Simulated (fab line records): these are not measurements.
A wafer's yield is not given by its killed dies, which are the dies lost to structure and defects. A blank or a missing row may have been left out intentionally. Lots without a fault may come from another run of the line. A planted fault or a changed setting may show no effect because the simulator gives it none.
A lot that was struck, set against a sound lot -- flow sfq_line -- 41 out of 325 route steps
Sound: these wafers, L167.1, L167.4, L167.5. Struck: wafer L183.4 (L183.3, L183.5, from the same lot, were not struck and are left out); the cause is given at the end.
For every step that has rows: the tool of each side, followed by ch and its chambers, followed by its first start. Under that, the readings that differ: sound wafers -- struck wafers -- difference of the means -- sigmas: that difference in standard deviations of wafers without a fault.
alike: words and numbers the same on both sides, and readings whose means are apart by under 2 such deviations; not compared: readings that were withheld, readings missing a value for some wafer, numbers with overlapping values and no deviation given by the record, and bounds like >300 which may hide the same value.
Wherever a step has rows on one side only, a row that says differs or no value, or a row with sigmas, the two part there. Numbers that don't overlap but have no deviation are shown without sigmas and don't part them. Lack of a reading on every wafer of one side parts them only where that side has two or more wafers.

first, 6 steps without rows for these wafers: SFQ_TRILAYER_I0_VIA_LITHO_COAT_036 (resist thk 62 nm); SFQ_TRILAYER_I0_VIA_LITHO_COAT_031 (resist thk 650 nm); SFQ_TRILAYER_I0_VIA_LITHO_SOFTBAKE_035; SFQ_TRILAYER_I0_VIA_LITHO_EXPOSE_032 (exposes mask I0, target cd 500 nm); SFQ_TRILAYER_I0_VIA_LITHO_PEB_034 (peb time 60 s); SFQ_TRILAYER_I0_VIA_LITHO_DEVELOP_033 (time 60 s).
SFQ_I0_OVL_MEAS_908:
  sound: overlay-01 at day 19 03:59; struck: overlay-02 at day 27 16:50
  alike: I0_OVL
then, 1 step without rows for these wafers: SFQ_TRILAYER_I0_VIA_BARC_OPEN_VIA_ETCH_046 (etches BARC in O2, target depth 125 nm, time 41.7 s).
SFQ_TRILAYER_I0_VIA_ETCH_VIA_ETCH_034: etches SiO2 in CHF3, stops on Nb, target depth 260 nm.
  sound on rie_diel-01 ch 0,1,3, day 19 04:04; struck on rie_diel-01 ch 2, day 27 16:55
  alike: drypump_motor_current_A, oes_product_au
SFQ_TRILAYER_I0_VIA_STRIP_STRIP_035: strips in O2.
  sound on rie_metal-03 ch 0,1, day 19 04:11; struck on rie_metal-02 ch 0, day 27 17:13
  alike: drypump_motor_current_A, oes_product_au
  not compared: rf_hours_counter_h
then, 2 steps without rows for these wafers: SFQ_TRILAYER_I0_VIA_STRIP_SOLV_CLEAN_036 (cleans in NMP, time 600 s); SFQ_TRILAYER_M1_DEP_PRE_CLEAN_038 (time 22.5 s).
SFQ_TRILAYER_M1_DEP_SPUTTER_037: material Nb, target thk 200 nm, time 133.3 s.
  sound: pvd_sputter-06 at day 19 05:01; struck: pvd_sputter-04 at day 27 17:49
reading,sound,struck,difference,sigmas
model.Nb_of_TRILAYER_M1_DEP_SPUTTER_037.thk_nm (nm),194.1 195.9 193.3,326.5,+132.1,
  alike: throttle_valve_pct
SFQ_M1_RS_MEAS_909: a four-point-probe measurement.
  sound: film_metro-01 at day 19 05:07; struck: film_metro-04 at day 27 18:14
reading,sound,struck,difference,sigmas
M1_NB_RS (ohm/sq),0.919 0.909 0.922,0.543,-0.374,-39
  not compared: hold
then, 5 steps without rows for these wafers: SFQ_TRILAYER_M1_LITHO_COAT_039 (resist thk 600 nm); SFQ_TRILAYER_M1_LITHO_SOFTBAKE_043; SFQ_TRILAYER_M1_LITHO_EXPOSE_040 (exposes mask M1, target cd 500 nm); SFQ_TRILAYER_M1_LITHO_PEB_042 (peb time 60 s); SFQ_TRILAYER_M1_LITHO_DEVELOP_041 (time 60 s).
-- the record jumps here: 6 days lie between the struck wafers' starts before and after --
SFQ_M1_OVL_MEAS_911:
  sound: overlay-02 at day 26 05:54; struck: overlay-01 at day 33 17:56
  alike: M1_OVL
SFQ_TRILAYER_M1_BARC_OPEN_METAL_ETCH_054: etches BARC in O2, target depth 125 nm, time 41.7 s.
  sound on rie_metal-02 ch 0, day 26 05:56; struck on rie_metal-02 ch 0, day 33 17:58
  alike: drypump_motor_current_A, oes_product_au
  not compared: rf_hours_counter_h
SFQ_TRILAYER_M1_ETCH_METAL_ETCH_042: etches Nb in Cl2/Ar, stops on SiO2, target depth 240 nm, time 120 s.
  sound on rie_metal-02 ch 0, day 26 06:00; struck on rie_metal-02 ch 0, day 33 18:04
reading,sound,struck,difference,sigmas
oes_product_au (a.u.),0.875 0.885 0.872,0.997,+0.120,+18
  alike: drypump_motor_current_A
  not compared: rf_hours_counter_h
SFQ_TRILAYER_M1_STRIP_STRIP_043: strips in O2.
  sound on rie_metal-02 ch 0, day 26 06:08; struck on rie_metal-02 ch 0, day 33 18:20
  alike: drypump_motor_current_A, oes_product_au
  not compared: rf_hours_counter_h
then, 2 steps without rows for these wafers: SFQ_TRILAYER_M1_STRIP_SOLV_CLEAN_044 (cleans in NMP, time 600 s); SFQ_TRILAYER_I1_DEP_PECVD_045 (deposits SiO2 from SiH4/N2O, time 111.11 s, target thk 500 nm).
SFQ_TRILAYER_I1_CMP_CMP_046: polishes SiO2.
  sound on cmp-01 ch 0,1,3, day 26 08:43; struck on cmp-02 ch 2, day 33 18:59
  alike: motor_current_A, time_to_endpoint_s
SFQ_I1_BOW_MEAS_912:
  sound: film_metro-02 at day 26 11:43; struck: film_metro-02 at day 33 22:02
  alike: I1_BOW
then, 7 steps without rows for these wafers: SFQ_TRILAYER_I1_METRO_MEASURE_047; SFQ_TRILAYER_I1_VIA_LITHO_COAT_054 (resist thk 62 nm); SFQ_TRILAYER_I1_VIA_LITHO_COAT_049 (resist thk 650 nm); SFQ_TRILAYER_I1_VIA_LITHO_SOFTBAKE_053; SFQ_TRILAYER_I1_VIA_LITHO_EXPOSE_050 (exposes mask I1, target cd 500 nm); SFQ_TRILAYER_I1_VIA_LITHO_PEB_052 (peb time 60 s); SFQ_TRILAYER_I1_VIA_LITHO_DEVELOP_051 (time 60 s).
-- the record jumps here: 6 days lie between the struck wafers' starts before and after --
SFQ_I1_OVL_MEAS_913:
  sound: overlay-01 at day 32 16:27; struck: overlay-01 at day 40 02:00
  alike: I1_OVL
then, 5 steps without rows for these wafers: SFQ_TRILAYER_I1_VIA_BARC_OPEN_VIA_ETCH_071 (etches BARC in O2, target depth 125 nm, time 41.7 s); SFQ_TRILAYER_I1_VIA_ETCH_VIA_ETCH_052 (etches SiO2 in CHF3, stops on Nb, target depth 260 nm); SFQ_TRILAYER_I1_VIA_STRIP_STRIP_053 (strips in O2); SFQ_TRILAYER_I1_VIA_STRIP_SOLV_CLEAN_054 (cleans in NMP, time 600 s); SFQ_TRILAYER_M2_DEP_PRE_CLEAN_056 (time 22.5 s).
-- the record jumps here: 53 days lie between the struck wafers' starts before and after --
SFQ_M8_BOW_MEAS_951:
  sound: film_metro-03 at day 84 15:48; struck: film_metro-03 at day 92 14:34
reading,sound,struck,difference,sigmas
model.etest.m1.comb_log10_ohm,12 12 12,0,-12,
model.etest.m1.ohm_sq,0.9172 0.9086 0.921,0.5452,-0.3704,
  alike: M8_BOW

== WHERE THEY PART ==
Earliest at SFQ_M1_RS_MEAS_909; latest, in this record, at SFQ_TRILAYER_M1_ETCH_METAL_ETCH_042. Later steps at which nothing parts them and some readings are alike: SFQ_TRILAYER_M1_STRIP_STRIP_043, SFQ_TRILAYER_I1_CMP_CMP_046, SFQ_I1_BOW_MEAS_912, SFQ_I1_OVL_MEAS_913, SFQ_M8_BOW_MEAS_951.

WHY: what had been put in by the simulator
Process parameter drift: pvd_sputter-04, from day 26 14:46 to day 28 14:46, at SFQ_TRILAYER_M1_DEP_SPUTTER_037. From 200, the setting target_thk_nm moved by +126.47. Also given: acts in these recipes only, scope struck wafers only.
